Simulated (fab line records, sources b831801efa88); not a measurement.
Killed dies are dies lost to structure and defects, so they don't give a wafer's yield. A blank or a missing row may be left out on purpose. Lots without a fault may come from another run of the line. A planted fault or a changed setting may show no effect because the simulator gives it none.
Which tool did it? | flow gf180mcu | 14 lots, 42 wafers sampled, at 2 steps of a route of 602

WHAT THE GAUGES READ, wafer by wafer
GF_V3_CD_MEAS_14: target cd 260 nm. Usual: cd_nm 260.0 nm, standard deviation 1.4.
lot  | measured     | on        | cd_nm (nm)        | flag
L226 | day 22 23:05 | cd_sem-02 | 261.2 260.9 260.9 |
L228 | day 23 18:52 | cd_sem-02 | 261.6 260.9 259.8 |
L229 | day 24 06:20 | cd_sem-01 | 261.6 261.1 260.9 |
L230 | day 24 14:59 | cd_sem-02 | 261.1 262.0 261.1 |
L232 | day 25 08:29 | cd_sem-01 | 258.1 258.4 260.0 |
L233 | day 25 14:02 | cd_sem-01 | 260.1 258.8 258.9 |
L234 | day 25 22:14 | cd_sem-02 | 259.4 259.5 260.3 |
L235 | day 26 01:46 | cd_sem-01 | 258.0 257.4 259.2 |
L236 | day 26 15:17 | cd_sem-01 | 260.6 259.9 259.9 |
L237 | day 26 16:49 | cd_sem-02 | 260.6 260.2 260.1 |
L238 | day 27 12:43 | cd_sem-01 | 260.3 259.7 260.8 |
L242 | day 28 05:01 | cd_sem-02 | 260.3 260.2 260.7 |
L243 | day 28 13:22 | cd_sem-01 | 260.2 260.7 260.7 |
L246 | day 29 06:52 | cd_sem-01 | 260.1 258.6 260.0 |

WHICH TOOL RAN EACH LOT (tool, then ch and the chambers of the sampled wafers, then the start)
lot  | GF_CONTACT_CLEAN_21
L226 | wet_bench-03 ch 2, day 16 17:53
L228 | wet_bench-03 ch 1, day 17 14:02
L229 | wet_bench-03 ch 0, day 18 02:03
L230 | wet_bench-01 ch 1, day 18 10:47
L232 | wet_bench-01 ch 1, day 19 06:11
L233 | wet_bench-04 ch 2, day 19 12:43
L234 | wet_bench-04 ch 2, day 19 21:20
L235 | wet_bench-03 ch 2, day 20 01:34
L236 | wet_bench-03 ch 0, day 20 14:54
L237 | wet_bench-03 ch 0, day 20 18:11
L238 | wet_bench-04 ch 1, day 21 15:26
L242 | wet_bench-03 ch 0, day 22 11:12
L243 | wet_bench-03 ch 0, day 22 20:25
L246 | wet_bench-01 ch 0, day 23 18:26
- GF_CONTACT_CLEAN_21: cleans in dHF, time 20 s.

WHAT THE TOOLS THEMSELVES READ (means of the sampled wafers that have a number; where no wafer has one, the mark that the record gives instead)
The record holds no such reading with a usual standard deviation.

THE ANSWER, worked out from the rows above alone
Rule: a lot is off if the mean of its wafers that have a number lies more than 3 standard deviations from the usual mean. A lot without any number at a reading at which 4 lots or more have one is off too. The other lots that the step has rows for count as sound. The gauges are gone through in route order, then the tools' own readings, and for those a lot's mean is taken as printed above. The first step at which some lot is off is used, and at that step the reading that is off furthest; a lot without a number counts as furthest.
No lot is off at any reading shown: from this, nothing can be told.

WHAT THE SIMULATOR HAD PUT IN
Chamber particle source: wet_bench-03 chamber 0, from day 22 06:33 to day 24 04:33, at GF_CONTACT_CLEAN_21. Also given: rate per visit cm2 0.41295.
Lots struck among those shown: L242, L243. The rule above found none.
